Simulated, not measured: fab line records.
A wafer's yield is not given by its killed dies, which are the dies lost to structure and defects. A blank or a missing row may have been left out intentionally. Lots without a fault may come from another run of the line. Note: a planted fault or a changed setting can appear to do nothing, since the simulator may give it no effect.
Problem report in the 8D (eight disciplines) form, filled by code    flow gf180mcu    the parts of the form that need people (team, actions taken, sign-off) are left out

== 1. THE PROBLEM ==
Across 2 wafers from 2 lots, NSD_RS at GF_PSD_RS_MEAS_14 averages 46.79 ohm/sq, while fault-free wafers read 46.14 ohm/sq with a standard deviation of 0.086. Relative to the usual mean, that is a shift of +7.6 standard deviations.
The step: measures by four-point-probe.
Seen first at day 18 00:20 on film metro-02, wafer L711.3. Wafers with a number at this step in the record: 41, from 14 lots. Rule for "out", or "out of limits": more than 4 standard deviations from the usual mean. The rest of the wafers with a number are treated as sound.

== 2. WHAT IT IS AND WHAT IT IS NOT ==
question                     is                 is not
which readings at this step  NSD_RS             -
which lots                   L711, L714         L701, L702, L704, L705, L708, L709, L710, L720, L721, L722, L723, L724
which wafers of those lots   L711.3, L714.3     L711.4, L711.6, L714.2
read on which gauges         film metro-02      film metro-01, film metro-04
when                         from day 18 00:20  up to then (23 sound wafers); but 16 sound wafers of L714, L720, L721, L722, L723, L724 came after

== 3. WHAT RULES OUT EACH SUSPECT ==
Counting: a tool at a process step up to the reading stays a suspect if it ran every lot that is out. Sound lots after the first of them don't rule it out here, since some wafers of a struck lot are sound.
- the gauge at GF_PSD_RS_MEAS_14: kept. All the wafers that are out were read on film metro-02, and no step on other tools shows them out.
- implanter-04 at GF_NSD_IMPLANT_10: kept. It ran every lot that is out, first L711 (day 16 23:50); its last sound lot up to then is L709 (day 16 06:07).
Remaining after the count are implanter-04 at GF_NSD_IMPLANT_10 and film metro-02 at GF_PSD_RS_MEAS_14.

== 4. THE CAUSE (what the simulator had put in) ==
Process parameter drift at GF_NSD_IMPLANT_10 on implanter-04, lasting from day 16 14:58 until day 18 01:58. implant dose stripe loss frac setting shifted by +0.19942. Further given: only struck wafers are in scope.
2 suspects survive the count, and this tool is in that group.

== 5. SEQUENCE OF EFFECTS, ordered by route ==
One row per reading whose mean, taken over the struck wafers that have a number, lies over 3 standard deviations from the usual. Scope: only readings with a usual standard deviation given in the record; hours: median across lots of the time from each lot's start at the first step in this table that gives one to its start at this step; sigmas: change in usual standard deviations.
hours  step               reading  usual         on struck wafers  change  sigmas
0      GF_PSD_RS_MEAS_14  NSD_RS   46.14 ohm/sq  46.79             +0.65   +7.6
At these later measuring or inspecting steps, every struck wafer for which the step has a row has a number for every such reading, and none has moved that far: GF_SALICIDE_THK_MEAS_05.

== 6. HOW IT WOULD HAVE BEEN CAUGHT EARLIER ==
In this record the first reading out of limits at a measuring or inspecting step was taken at day 18 00:20, 33 hours after the fault began at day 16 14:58.
No tool reading at GF_NSD_IMPLANT_10 that has a usual standard deviation in the record was out on any struck wafer, so an alarm limit of 4 standard deviations on those readings would not have fired.
By day 18 00:20, every lot that is out (2) had started GF_NSD_IMPLANT_10 on implanter-04. Holding the tool at that point would not have protected any of them.
